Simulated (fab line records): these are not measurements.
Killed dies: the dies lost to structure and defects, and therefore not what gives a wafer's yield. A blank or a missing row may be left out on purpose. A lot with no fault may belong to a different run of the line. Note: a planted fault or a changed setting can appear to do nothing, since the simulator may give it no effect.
Matching of chambers / flow gf180mcu / GF_V4_CMP_26 on cmp-01 has 4 sister chambers
The step polishes, stops on SiO2, t overpolish 15 s, target thk 0 nm. 8 wafers are shown with their chamber, then 10 later ones without.

== WAFERS PAIRED WITH THEIR CHAMBERS ==
wafer=L086.1; chamber=2; motor-current-A (A)=11.9; time-to-endpoint-s (s)=88.4
wafer=L087.3; chamber=0; motor-current-A (A)=11.4; time-to-endpoint-s (s)=91.8
wafer=L088.5; chamber=0; motor-current-A (A)=11.6; time-to-endpoint-s (s)=90.4
wafer=L089.1; chamber=1; motor-current-A (A)=10.0; time-to-endpoint-s (s)=84.1
wafer=L089.2; chamber=2; motor-current-A (A)=11.2; time-to-endpoint-s (s)=81.5
wafer=L089.6; chamber=3; motor-current-A (A)=9.4; time-to-endpoint-s (s)=85.7
wafer=L090.1; chamber=3; motor-current-A (A)=9.7; time-to-endpoint-s (s)=86.6
wafer=L090.2; chamber=1; motor-current-A (A)=9.7; time-to-endpoint-s (s)=83.5

== WAFERS WHOSE CHAMBER IS MISSING ==
wafer=L090.6; motor-current-A (A)=9.3; time-to-endpoint-s (s)=83.5
wafer=L092.1; motor-current-A (A)=9.7; time-to-endpoint-s (s)=84.2
wafer=L092.2; motor-current-A (A)=9.4; time-to-endpoint-s (s)=84.8
wafer=L092.4; motor-current-A (A)=11.3; time-to-endpoint-s (s)=83.8
wafer=L094.2; motor-current-A (A)=11.8; time-to-endpoint-s (s)=87.5
wafer=L094.3; motor-current-A (A)=11.1; time-to-endpoint-s (s)=84.1
wafer=L094.6; motor-current-A (A)=9.6; time-to-endpoint-s (s)=84.9
wafer=L097.1; motor-current-A (A)=10.0; time-to-endpoint-s (s)=83.0
wafer=L097.2; motor-current-A (A)=11.3; time-to-endpoint-s (s)=82.1
wafer=L097.4; motor-current-A (A)=11.9; time-to-endpoint-s (s)=84.5

== WHICH CHAMBER EACH ONE RAN IN ==
wafer=L090.6; from the rows above=can't be placed: 3 or 1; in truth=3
wafer=L092.1; from the rows above=can't be placed: 1 or 3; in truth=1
wafer=L092.2; from the rows above=can't be placed: 3 or 1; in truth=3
wafer=L092.4; from the rows above=2; in truth=2
wafer=L094.2; from the rows above=can't be placed: 2 or 0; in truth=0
wafer=L094.3; from the rows above=can't be placed: 2 or 0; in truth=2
wafer=L094.6; from the rows above=can't be placed: 3 or 1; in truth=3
wafer=L097.1; from the rows above=can't be placed: 1 or 3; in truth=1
wafer=L097.2; from the rows above=2; in truth=2
wafer=L097.4; from the rows above=can't be placed: 2 or 0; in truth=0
Correctly placed: 2 of 10. Cannot be placed on the basis of these rows: 8; the candidates contain the true chamber in 8. Wrongly placed: 0.
How it was worked out, from the rows above alone: a wafer's distance from a chamber is the root of the sum, over the readings, of the square of ((its reading less the chamber's mean) divided by the reading's scatter). The wafer belongs to the nearest chamber; if the next one is less than 2 further off, it can't be placed. A chamber's mean is the mean of its shown wafers. The scatter: take each reading less its chamber's mean, square it, sum over the shown wafers, divide by the number of wafers less the number of chambers, and take the root.
